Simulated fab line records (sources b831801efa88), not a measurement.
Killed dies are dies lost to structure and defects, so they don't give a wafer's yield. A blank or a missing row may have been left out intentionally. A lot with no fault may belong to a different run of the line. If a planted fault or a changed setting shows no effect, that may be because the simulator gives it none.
2 desks, one fault | flow sfq-line | what lay behind the numbers comes last; until then each desk has only its own

## TOOL OWNER'S DESK, pvd-sputter-03
The tool's own readings at SFQ_TRILAYER_JJ_TRILAYER_DEP_SPUTTER_112 (material Nb, target thk 170 nm, time 113.3 s): means of the sampled wafers that have a number, for each lot that ran on this tool. Marked OUT: a lot whose mean sits more than 4 standard deviations from the usual mean, which makes it out of limits; the brackets give that distance.
Columns: A = base-pressure-pa at SFQ_TRILAYER_JJ_TRILAYER_DEP_SPUTTER_112, usual 1.33e-06 Pa; B = throttle-valve-pct at SFQ_TRILAYER_JJ_TRILAYER_DEP_SPUTTER_112, usual 29.8 %
lot  | first seen here | A        | B
L970 | day 61 18:02    | 1.34e-06 | 29.8
L971 | day 62 05:25    | 1.42e-06 | 30.1
L973 | day 62 15:34    | 1.29e-06 | 29.5
L980 | day 63 08:48    | 1.37e-06 | 30.1
L981 | day 63 13:35    | 1.36e-06 | 30.1
L982 | day 63 18:23    | 1.33e-06 | 30.2
This desk's verdict: no lot among the 6 shows anything out of limits.

## FROM THE METROLOGY DESK
What the gauges read, lot by lot, whatever tool the lot ran on: means of the sampled wafers that have a number. Marked OUT: a lot whose mean sits more than 4 standard deviations from the usual mean, which makes it out of limits; the brackets give that distance.
Columns: A = JJ_NB_RS at SFQ_JJ_RS_MEAS_929, usual 1.052 ohm/sq; B = I7_OVL at SFQ_I7_OVL_MEAS_947, usual 1 nm
lot  | first seen here | A               | B
L963 | day 50 19:22    | 1.057           | -2
L964 | day 50 21:47    | 1.067           | 4
L965 | day 55 11:43    | 1.068           | -4
L966 | day 55 12:56    | 1.050           | 3
L967 | day 55 16:30    | 1.061           | 5
L968 | day 56 15:18    | 1.043           | 2
L969 | day 56 17:42    | 1.054           | -0
L970 | day 61 18:07    | 1.045           | 9
L971 | day 62 05:29    | 1.050           | 3
L972 | day 62 06:32    | 1.054           | -3
L973 | day 62 15:42    | 1.049           | -2
L980 | day 63 08:55    | 0.806 (-22) OUT | 1
L981 | day 63 13:42    | 0.575 (-43) OUT | 4
L982 | day 63 18:31    | 0.815 (-22) OUT | 2
L984 | day 63 23:17    | 1.052           | 1
This desk's finding: out of limits on L980, L981, L982; first on L980, day 63 08:55 (JJ_NB_RS at SFQ_JJ_RS_MEAS_929). Within limits: L963, L964, L965, L966, L967, L968, L969, L970, L971, L972, L973, L984.

## TAKEN TOGETHER
Metrology desk: alarm possible at day 63 08:55 on L980, L981, L982.
Nothing out of limits was seen by the tool owner's desk.
The tool owner's desk has L980, L981, L982 on record, within its limits.
Every lot named ran SFQ_TRILAYER_JJ_TRILAYER_DEP_SPUTTER_112 on pvd-sputter-03.

## WHAT THE SIMULATOR PUT IN
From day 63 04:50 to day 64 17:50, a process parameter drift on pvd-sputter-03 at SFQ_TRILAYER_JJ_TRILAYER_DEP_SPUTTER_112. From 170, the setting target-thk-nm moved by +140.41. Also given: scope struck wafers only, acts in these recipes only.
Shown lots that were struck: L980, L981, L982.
Per desk, hours elapsed from the start of the fault to the first reading out of limits: for the metrology desk, 4.
